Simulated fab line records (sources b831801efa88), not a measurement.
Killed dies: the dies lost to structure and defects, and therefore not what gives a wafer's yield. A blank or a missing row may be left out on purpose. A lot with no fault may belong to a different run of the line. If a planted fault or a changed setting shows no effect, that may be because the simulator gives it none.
Which tool was responsible? :: flow sky130 :: Sampling: 10 lots, 30 wafers, 6 of 708 route steps

## WHAT THE GAUGES READ, wafer by wafer
SKY_RES_XHIGH_TW_MEAS_09.
lot: L275
measured: day 26 23:20
on: film metro-02
RES_XHIGH_TW: 1645 1640 1643

lot: L278
measured: day 27 17:47
on: film metro-01
RES_XHIGH_TW: 1651 1653 1648

lot: L282
measured: day 29 02:40
on: film metro-02
RES_XHIGH_TW: 1637 1635 1645

lot: L281
measured: day 29 06:07
on: film metro-01
RES_XHIGH_TW: 1639 1650 1638

lot: L288
measured: day 31 10:32
on: film metro-01
RES_XHIGH_TW: 1537 1541 1535

lot: L289
measured: day 31 13:40
on: film metro-02
RES_XHIGH_TW: 1532 1537 1529

lot: L292
measured: day 32 07:26
on: film metro-02
RES_XHIGH_TW: 1633 1632 1645

lot: L293
measured: day 32 12:17
on: film metro-03
RES_XHIGH_TW: 1636 1629 1635

lot: L294
measured: day 33 14:08
on: film metro-01
RES_XHIGH_TW: 1651 1651 1666

lot: L296
measured: day 33 17:25
on: film metro-03
RES_XHIGH_TW: 1631 1625 1633

## EACH LOT AND THE TOOL THAT RAN IT (in order: tool; ch and the chambers of the sampled wafers; start)
lot: L275
SKY_LDD_HVP_STRIP_09: plasma asher-02 ch 0,1, day 21 21:25
SKY_POLY_CUT_ETCH_10: rie diel-01 ch 0,2, day 24 12:22
SKY_POLY_CUT_STRIP_12: plasma asher-02 ch 0,1, day 24 12:26
SKY_RES_XHIGH_IMPLANT_07: implanter-01 ch 0, day 26 23:05
SKY_RES_XHIGH_STRIP_08: plasma asher-03 ch 0,1, day 26 23:14

lot: L278
SKY_LDD_HVP_STRIP_09: plasma asher-01 ch 0,1, day 22 17:10
SKY_POLY_CUT_ETCH_10: rie diel-04 ch 0,1,3, day 25 07:05
SKY_POLY_CUT_STRIP_12: plasma asher-02 ch 0,1, day 25 07:10
SKY_RES_XHIGH_IMPLANT_07: implanter-01 ch 0, day 27 17:32
SKY_RES_XHIGH_STRIP_08: plasma asher-01 ch 0,1, day 27 17:41

lot: L282
SKY_LDD_HVP_STRIP_09: plasma asher-01 ch 0,1, day 24 04:10
SKY_POLY_CUT_ETCH_10: rie diel-01 ch 0,1, day 26 18:13
SKY_POLY_CUT_STRIP_12: plasma asher-01 ch 0,1, day 26 18:19
SKY_RES_XHIGH_IMPLANT_07: implanter-03 ch 0, day 29 02:27
SKY_RES_XHIGH_STRIP_08: plasma asher-01 ch 0,1, day 29 02:35

lot: L281
SKY_LDD_HVP_STRIP_09: plasma asher-01 ch 0,1, day 24 05:55
SKY_POLY_CUT_ETCH_10: rie diel-03 ch 0,3, day 26 21:13
SKY_POLY_CUT_STRIP_12: plasma asher-01 ch 0,1, day 26 21:18
SKY_RES_XHIGH_IMPLANT_07: implanter-01 ch 0, day 29 05:52
SKY_RES_XHIGH_STRIP_08: plasma asher-03 ch 0,1, day 29 06:01

lot: L288
SKY_LDD_HVP_STRIP_09: plasma asher-02 ch 0,1, day 26 14:07
SKY_POLY_CUT_ETCH_10: rie diel-04 ch 0,1,3, day 29 02:55
SKY_POLY_CUT_STRIP_12: plasma asher-04 ch 0,1, day 29 02:59
SKY_RES_XHIGH_IMPLANT_07: implanter-01 ch 0, day 31 10:17
SKY_RES_XHIGH_STRIP_08: plasma asher-02 ch 0,1, day 31 10:26

lot: L289
SKY_LDD_HVP_STRIP_09: plasma asher-01 ch 0, day 26 15:50
SKY_POLY_CUT_ETCH_10: rie diel-01 ch 0,3, day 29 04:49
SKY_POLY_CUT_STRIP_12: plasma asher-01 ch 0,1, day 29 04:53
SKY_RES_XHIGH_IMPLANT_07: implanter-01 ch 0, day 31 13:26
SKY_RES_XHIGH_STRIP_08: plasma asher-02 ch 0,1, day 31 13:33

lot: L292
SKY_LDD_HVP_STRIP_09: plasma asher-01 ch 0,1, day 27 13:58
SKY_POLY_CUT_ETCH_10: rie diel-01 ch 0,1,3, day 30 00:11
SKY_POLY_CUT_STRIP_12: plasma asher-01 ch 0,1, day 30 00:16
SKY_RES_XHIGH_IMPLANT_07: implanter-02 ch 0, day 32 07:11
SKY_RES_XHIGH_STRIP_08: plasma asher-01 ch 0,1, day 32 07:20

lot: L293
SKY_LDD_HVP_STRIP_09: plasma asher-01 ch 0,1, day 27 18:43
SKY_POLY_CUT_ETCH_10: rie diel-04 ch 0,1, day 30 04:58
SKY_POLY_CUT_STRIP_12: plasma asher-02 ch 0,1, day 30 05:05
SKY_RES_XHIGH_IMPLANT_07: implanter-03 ch 0, day 32 12:04
SKY_RES_XHIGH_STRIP_08: plasma asher-02 ch 0,1, day 32 12:12

lot: L294
SKY_LDD_HVP_STRIP_09: plasma asher-02 ch 0,1, day 28 20:50
SKY_POLY_CUT_ETCH_10: rie diel-03 ch 1,2,3, day 31 07:11
SKY_POLY_CUT_STRIP_12: plasma asher-02 ch 0,1, day 31 07:16
SKY_RES_XHIGH_IMPLANT_07: implanter-03 ch 0, day 33 13:53
SKY_RES_XHIGH_STRIP_08: plasma asher-03 ch 0,1, day 33 14:02

lot: L296
SKY_LDD_HVP_STRIP_09: plasma asher-02 ch 0,1, day 28 22:20
SKY_POLY_CUT_ETCH_10: rie diel-04 ch 1,2,3, day 31 10:10
SKY_POLY_CUT_STRIP_12: plasma asher-01 ch 0,1, day 31 10:16
SKY_RES_XHIGH_IMPLANT_07: implanter-02 ch 0, day 33 17:12
SKY_RES_XHIGH_STRIP_08: plasma asher-03 ch 0,1, day 33 17:20
- SKY_LDD_HVP_STRIP_09: strips in O2/N2.
- SKY_POLY_CUT_ETCH_10: etches BARC in N2/H2, stops on SiO2, time 45.9 s, target depth 60 nm.
- SKY_POLY_CUT_STRIP_12: strips in O2/N2.
- SKY_RES_XHIGH_IMPLANT_07
- SKY_RES_XHIGH_STRIP_08: strips in O2/N2.

## THE ANSWER, worked out from the rows above alone
Rule: usual is defined by the lots themselves. Put in order of their means at a reading, lots are off if they are a third of the lots or fewer, leave a main group of 4 or more, and stand apart from it by a gap of 3 or more times the standard deviation of the main group's means; of several such gaps the widest counts. Not used: any main group whose means are identical at the precision the tables above print for the reading. Also off: a lot with no number at a reading for which 4 or more lots have one. Where the step has rows for the other lots, those lots are counted as sound.
Off: L288, L289, at SKY_RES_XHIGH_TW_MEAS_09 (RES_XHIGH_TW). For the main group the mean is 1641 and the standard deviation 8.2.
If a tool, at a process step before that reading, ran all the lots that are off and no sound lot after the first of them, it fits. The gauges at SKY_RES_XHIGH_TW_MEAS_09 are tried like those tools. One candidate fits, namely implanter-01 at SKY_RES_XHIGH_IMPLANT_07. A fault onset in the window from L281 (day 29 05:52, its last sound lot) to L288 (day 31 10:17, its first lot off) fits.

## WHAT THE SIMULATOR PUT IN
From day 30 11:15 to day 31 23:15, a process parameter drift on implanter-01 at SKY_RES_XHIGH_IMPLANT_07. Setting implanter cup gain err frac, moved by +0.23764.
Struck lots among those shown: L288, L289. The rule above reached the same finding.
